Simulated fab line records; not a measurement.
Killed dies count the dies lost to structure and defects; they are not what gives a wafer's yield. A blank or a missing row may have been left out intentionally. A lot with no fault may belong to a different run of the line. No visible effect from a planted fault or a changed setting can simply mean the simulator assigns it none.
Struck lot and sound lot, side by side | flow sky130 | 15 out of 708 route steps
Sound: the wafers L796.1, L796.2, L796.3. Wafers L793.1, L793.2, L793.6 were the ones struck. The cause comes at the end.
Order at every step that has rows: each side's tool, ch and its chambers, its first start. Under that, the readings that differ: sound wafers | struck wafers | difference of the means | sigmas: that difference in standard deviations of wafers without a fault.
alike: words and numbers the same on both sides, and readings whose means are apart by under 2 such deviations; not compared: readings that were withheld, readings missing a value for some wafer, numbers with overlapping values and no deviation given by the record, and bounds like >300 which may hide the same value.
Wherever a step has rows on one side only, a row that says differs or no value, or a row with sigmas, the two part there. Numbers that have no deviation but don't overlap get no sigmas and don't part them. A reading missing from all wafers of one side parts the sides only when that side holds two or more wafers.

first, 2 steps without rows for these wafers: SKY_CAP2M_PEB_10; SKY_CAP2M_DEVELOP_11 (develop time 60 s).
SKY_CAP2M_OVL_MEAS_12:
  sound: overlay-02 at day 44 05:49; struck: overlay-01 at day 43 22:56
  alike: CAP2M_OVL
SKY_CAP2M_METAL_ETCH_13: etches TiN in Cl2/BCl3, stops on SiO2, target depth 220 nm, time 62.9 s.
  sound on rie metal-04 ch 0,1, day 44 05:51; struck on rie metal-02 ch 0,1, day 43 22:58
  alike: drypump motor current A, oes product au, rf fwd power W, throttle valve pct
  not compared: rf hours counter h
SKY_CAP2M_STRIP_14: strips in O2/N2.
  sound on plasma asher-03 ch 0,1, day 44 05:55; struck on plasma asher-01 ch 0,1, day 43 23:03
  alike: drypump motor current A, oes product au, strip time to endpoint s
  not compared: rf hours counter h
then, 7 steps without rows for these wafers: SKY_CAP2M_STRIP_15 (strips in post etch residue remover, time 1200 s); SKY_CAP2M_CLEAN_16 (cleans in IPA, time 180 s); SKY_CAP2M_CLEAN_17 (cleans in O3/DIW); SKY_METAL4_DEHYDRATE_05 (time 60 s); SKY_METAL4_HMDS_06 (prime time 60 s); SKY_METAL4_COAT_07 (resist thk 60 nm); SKY_METAL4_COAT_08 (resist thk 1140 nm).
SKY_METAL4_SOFTBAKE_09: time 90 s.
  sound on litho track-01 ch 0, day 44 16:00; struck on litho track-04 ch 0, day 44 11:00
  reading                  | sound              | struck            | difference | sigmas
  heater power total W (W) | 57.40 57.45 57.24  | 55.74 55.64 55.63 | -1.69      | -14
  plate temp C (C)         | 100.05 99.90 99.84 | 98.03 98.22 97.86 | -1.89      | -14
then, 1 step without rows for these wafers: SKY_METAL4_EXPOSE_10 (exposes mask MM4, target cd 300 nm).
-- the record jumps here: 4 days lie between the struck wafers' starts before and after (it left off in module METAL4 and takes up again in module PAD_OPEN, whose first step shown is number 708 of the route) --
SKY_PAD_OPEN_PROBE_99:
  sound: prober-02 at day 48 16:05; struck: prober-01 at day 48 10:16
  alike: defect limited yield, killed_at_M0_to_M3, killed_at_M4_up, killed at contacts, killed at front end, killed at other, killed dies, killed open, killed short, sort_bin_3_pad_short, sort_bin_5_function, sort_bin_6_memory, sort n pass, sort yield pct

## WHERE THEY PART
Only at SKY_METAL4_SOFTBAKE_09, as far as this record shows. Later steps at which nothing parts them and some readings are alike: SKY_PAD_OPEN_PROBE_99.

WHY: what the simulator had put in
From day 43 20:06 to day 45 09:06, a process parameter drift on litho track-04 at SKY_METAL4_SOFTBAKE_09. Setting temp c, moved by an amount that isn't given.
